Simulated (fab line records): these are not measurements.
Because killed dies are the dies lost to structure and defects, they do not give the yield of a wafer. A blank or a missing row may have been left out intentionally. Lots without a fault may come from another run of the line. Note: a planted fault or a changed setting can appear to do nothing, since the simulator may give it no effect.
Comparing a struck lot with a sound one -- flow gf180mcu -- 26 out of 602 route steps
Sound: the wafers L621.2, L621.3, L621.4. Wafers struck: L627.2, L627.4, L627.5. Last of all comes the cause.
Order at every step that has rows: each side's tool, ch and its chambers, its first start. Under that, the readings that differ: sound wafers -- struck wafers -- difference of the means -- sigmas: that difference in standard deviations of wafers without a fault.
alike: same words and numbers on both sides, and readings whose means sit less than 2 such deviations apart. not compared: any withheld reading, any reading some wafer has no value for, any bound like >300 that may hide the same value, and any number with overlapping values for which the record gives no deviation.
The two part at a step that has a row with sigmas, a row that says differs or no value, or rows on one side only. Numbers that have no deviation but don't overlap get no sigmas and don't part them. Lack of a reading on every wafer of one side parts them only where that side has two or more wafers.

GF_MVSD_STRIP_10: strips in O2/N2.
  sound on plasma-asher-03 ch 0,1, day 5 23:21; struck on plasma-asher-04 ch 0,1, day 7 10:45
  alike: chamber-pressure-mTorr, drypump-motor-current-A, heater-power-w, oes-product-au, platen-temp-c, strip-time-to-endpoint-s
  not compared: rf-hours-counter-h
GF_MVSD_TW_MEAS_11:
  struck on film-metro-03, day 7 10:52; sound on film-metro-02, day 5 23:28
  alike: MVSD_TW
then, 7 steps without rows for these wafers: GF_MVPSD_DEHYDRATE_00 (time 60 s); GF_MVPSD_HMDS_01 (prime time 60 s); GF_MVPSD_COAT_02 (resist thk 3000 nm); GF_MVPSD_SOFTBAKE_03; GF_MVPSD_EXPOSE_04 (exposes mask MVPSD, target cd 1000 nm); GF_MVPSD_PEB_05; GF_MVPSD_DEVELOP_06 (develop time 60 s).
GF_MVPSD_OVL_MEAS_07:
  struck on overlay-01, day 8 02:16; sound on overlay-01, day 6 13:58
  alike: MVPSD_OVL
then, 2 steps without rows for these wafers: GF_MVPSD_IMPLANT_08; GF_MVPSD_IMPLANT_09.
GF_MVPSD_STRIP_10: strips in O2/N2.
  sound on plasma-asher-02 ch 0,1, day 6 14:18; struck on plasma-asher-01 ch 0,1, day 8 02:35
  no value came back on the struck wafers for any of 6 readings (chamber-pressure-mTorr (mTorr), drypump-motor-current-A (A) and others); on the sound wafers chamber-pressure-mTorr (mTorr) reads 1500.7 1497.2 1501.3
reading,sound,struck,difference,sigmas
model.coat_of_MVPSD_COAT_02.thk-nm (nm),0 0 0,3010 3010 3017,+3012,
  not compared: rf-hours-counter-h
GF_MVPSD_TW_MEAS_11:
  struck on film-metro-02, day 8 02:42; sound on film-metro-03, day 6 14:25
reading,sound,struck,difference,sigmas
MVPSD_TW,547 548 546,566 566 565,+19,+3
then, 7 steps without rows for these wafers: GF_VT_IMPLANT_DEHYDRATE_00 (time 60 s); GF_VT_IMPLANT_HMDS_01 (prime time 60 s); GF_VT_IMPLANT_COAT_02 (resist thk 1000 nm); GF_VT_IMPLANT_SOFTBAKE_03 (time 60 s); GF_VT_IMPLANT_EXPOSE_04 (exposes mask LVPWELL LV AREA, target cd 600 nm); GF_VT_IMPLANT_PEB_05; GF_VT_IMPLANT_DEVELOP_06 (develop time 60 s).
GF_VT_IMPLANT_OVL_MEAS_07:
  struck on overlay-02, day 8 18:31; sound on overlay-01, day 7 05:52
reading,sound,struck,difference,sigmas
VT_IMPLANT_OVL (nm),-0.2 -1.2 -2.3,3.2 0.8 3.4,+3.7,+2
following that, these wafers have no rows for 1 step: GF_VT_IMPLANT_IMPLANT_08.
GF_VT_IMPLANT_STRIP_09: strips in O2/N2.
  sound on plasma-asher-03 ch 0,1, day 7 06:03; struck on plasma-asher-02 ch 0,1, day 8 18:42
reading,sound,struck,difference,sigmas
oes-product-au (a.u.),0.717 0.716 0.713,0.728 0.728 0.728,+0.013,+3
strip-time-to-endpoint-s (s),12.60 12.60 12.62,57.28 57.27 57.39,+44.71,+99 or more
  alike: chamber-pressure-mTorr, drypump-motor-current-A, heater-power-w, platen-temp-c
  not compared: rf-hours-counter-h
GF_VT_IMPLANT_TW_MEAS_10:
  struck on film-metro-04, day 8 18:49; sound on film-metro-03, day 7 06:10
reading,sound,struck,difference,sigmas
VT_IMPLANT_TW,557 558 556,30 30 30,-527,-99 or more
then, 1 step without rows for these wafers: GF_VT_IMPLANT_DEHYDRATE_11 (time 60 s).

## WHERE THEY PART
Earliest at GF_MVPSD_STRIP_10; latest, in this record, at GF_VT_IMPLANT_TW_MEAS_10.

WHY: what the simulator had put in
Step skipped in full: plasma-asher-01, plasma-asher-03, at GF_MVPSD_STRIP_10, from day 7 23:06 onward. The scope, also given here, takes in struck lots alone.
